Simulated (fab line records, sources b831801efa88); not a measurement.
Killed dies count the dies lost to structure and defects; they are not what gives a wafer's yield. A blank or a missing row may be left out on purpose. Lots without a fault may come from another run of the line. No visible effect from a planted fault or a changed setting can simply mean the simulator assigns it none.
Comparing a struck lot with a sound one -- flow sky130 -- 23 steps out of a route of 708
Sound: the wafers L424.1, L424.4, L424.6. Wafers struck: L432.1, L432.2, L432.4. Last of all comes the cause.
For every step that has rows: the tool of each side, followed by ch and its chambers, followed by its first start. Under that, the readings that differ: sound wafers -- struck wafers -- difference of the means -- sigmas: that difference in standard deviations of wafers without a fault.
alike: same words and numbers on both sides, and readings whose means sit less than 2 such deviations apart. not compared: any withheld reading, any reading some wafer has no value for, any bound like >300 that may hide the same value, and any number with overlapping values for which the record gives no deviation.
A row with sigmas, a row that says differs or no value, or rows on one side alone: a step with any of these is where the two part. Numbers that have no deviation but don't overlap get no sigmas and don't part them. Lack of a reading on every wafer of one side parts them only where that side has two or more wafers.

first, 1 step without rows for these wafers: SKY_CAP2M_DEVELOP_11 (develop time 60 s).
SKY_CAP2M_OVL_MEAS_12:
  sound: overlay-01 at day 41 00:40; struck: overlay-01 at day 43 06:14
  alike: CAP2M_OVL
SKY_CAP2M_METAL_ETCH_13: etches TiN in Cl2/BCl3, stops on SiO2, target depth 220 nm, time 62.9 s.
  sound on rie-metal-01 ch 0,1, day 41 00:42; struck on rie-metal-01 ch 0,1, day 43 06:16
  alike: bcl3-flow-sccm, bias-w, drypump-motor-current-A, oes-product-au, throttle-valve-pct
  not compared: rf-hours-counter-h
SKY_CAP2M_STRIP_14: strips in O2/N2.
  sound on plasma-asher-04 ch 0, day 41 00:47; struck on plasma-asher-04 ch 0,1, day 43 06:21
  alike: drypump-motor-current-A, o2-flow-sccm, oes-product-au, strip-time-to-endpoint-s
  not compared: rf-hours-counter-h
then, 8 steps without rows for these wafers: SKY_CAP2M_STRIP_15 (strips in post etch residue remover, time 1200 s); SKY_CAP2M_CLEAN_16 (cleans in IPA, time 180 s); SKY_CAP2M_CLEAN_17 (cleans in O3/DIW); SKY_METAL4_DEHYDRATE_05 (time 60 s); SKY_METAL4_HMDS_06 (prime time 60 s); SKY_METAL4_COAT_07 (resist thk 60 nm); SKY_METAL4_COAT_08 (resist thk 1140 nm); SKY_METAL4_SOFTBAKE_09 (time 90 s).
SKY_METAL4_EXPOSE_10: exposes mask MM4, target cd 300 nm.
  sound on krf-scanner-01 ch 0, day 41 13:21; struck on krf-scanner-02 ch 0, day 43 18:36
reading,sound,struck,difference,sigmas
exposure-dose-mJ-cm2,28.04 27.98 28.02,29.19 29.16 29.20,+1.17,+35
  alike: mask
then, 2 steps without rows for these wafers: SKY_METAL4_PEB_11; SKY_METAL4_DEVELOP_12 (develop time 60 s).
SKY_METAL4_CD_MEAS_13 targets a cd of 300 nm.
  sound: cd-sem-02 at day 42 00:52; struck: cd-sem-01 at day 44 06:07
reading,sound,struck,difference,sigmas
cd-nm (nm),300.2 299.6 300.6,292.3 292.7 292.6,-7.6,-5
  not compared: hold
SKY_METAL4_OVL_MEAS_14:
  sound: overlay-01 at day 42 00:59; struck: overlay-01 at day 44 08:47
reading,sound,struck,difference,sigmas
hold,- - -,await-dispo/2.6h/release await-dispo/2.6h/release await-dispo/2.6h/release,no value on the sound wafers,
  alike: METAL4_OVL
SKY_METAL4_DESCUM_15: chemistry O2, time 8 s.
  sound on rie-metal-02 ch 0,1, day 42 01:01; struck on rie-metal-04 ch 0,1, day 44 08:50
reading,sound,struck,difference,sigmas
model.METAL4.cd-nm (nm),300.1 299.8 300.1,292.5 292.3 292.3,-7.6,
  alike: drypump-motor-current-A, oes-product-au
  not compared: rf-hours-counter-h
SKY_METAL4_ETCH_16: etches BARC in N2/H2, stops on SiO2, time 88.2 s, target depth 60 nm.
  sound on rie-metal-02 ch 0,1, day 42 01:03; struck on rie-metal-04 ch 0,1, day 44 08:52
  alike: bias-w, drypump-motor-current-A, oes-product-au, throttle-valve-pct
  not compared: rf-hours-counter-h
SKY_METAL4_ETCH_17: etches SiO2 in C4F8/O2/Ar, stops on TiN, time 3.9 s, target depth 15 nm.
  sound on rie-diel-02 ch 0,2, day 42 01:09; struck on rie-diel-01 ch 0,2, day 44 08:58
  alike: bias-w, oes-product-au
  not compared: rf-hours-counter-h
SKY_METAL4_METAL_ETCH_18: etches the open film in Cl2/BCl3, stops on SiO2, target depth 845 nm, time 183.1 s.
  sound on rie-metal-01 ch 0,1, day 42 01:10; struck on rie-metal-01 ch 0,1, day 44 08:58
reading,sound,struck,difference,sigmas
model.METAL4.cd-nm (nm),301.5 301.7 299.7,294 292.7 295.6,-7,
  alike: bcl3-flow-sccm, bias-w, drypump-motor-current-A, oes-product-au, throttle-valve-pct
  not compared: rf-hours-counter-h
SKY_METAL4_STRIP_19: strips in O2/N2.
  sound on plasma-asher-02 ch 0,1, day 42 01:20; struck on plasma-asher-02 ch 0,1, day 44 09:09
reading,sound,struck,difference,sigmas
strip-time-to-endpoint-s (s),6.55 6.56 6.52,6.40 6.44 6.39,-0.13,-2
  alike: drypump-motor-current-A, o2-flow-sccm, oes-product-au
  not compared: rf-hours-counter-h
-- the record jumps here: 4 days lie between the struck wafers' starts before and after (it left off in module METAL4 and takes up again in module PAD_OPEN, whose first step shown is number 708 of the route) --
SKY_PAD_OPEN_PROBE_99:
  sound: prober-02 at day 45 23:26; struck: prober-02 at day 47 23:12
reading,sound,struck,difference,sigmas
model.etest.met4.width-nm (nm),301.9 302.4 298.3,292.2 291 295.9,-7.8,
  alike: defect-limited-yield, killed_at_M0_to_M3, killed_at_M4_up, killed-at-contacts, killed-at-front-end, killed-at-other, killed-dies, killed-open, killed-short, sort_bin_3_pad_short, sort_bin_5_function, sort_bin_6_memory, sort-n-pass, sort-yield-pct

== WHERE THEY PART ==
Earliest at SKY_METAL4_EXPOSE_10; latest, in this record, at SKY_METAL4_STRIP_19. Later steps at which nothing parts them and some readings are alike: SKY_PAD_OPEN_PROBE_99.

WHY: the cause the simulator had injected
Process parameter drift: krf-scanner-02, from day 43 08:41 on, at SKY_METAL4_EXPOSE_10. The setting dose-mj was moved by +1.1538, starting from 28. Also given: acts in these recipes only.
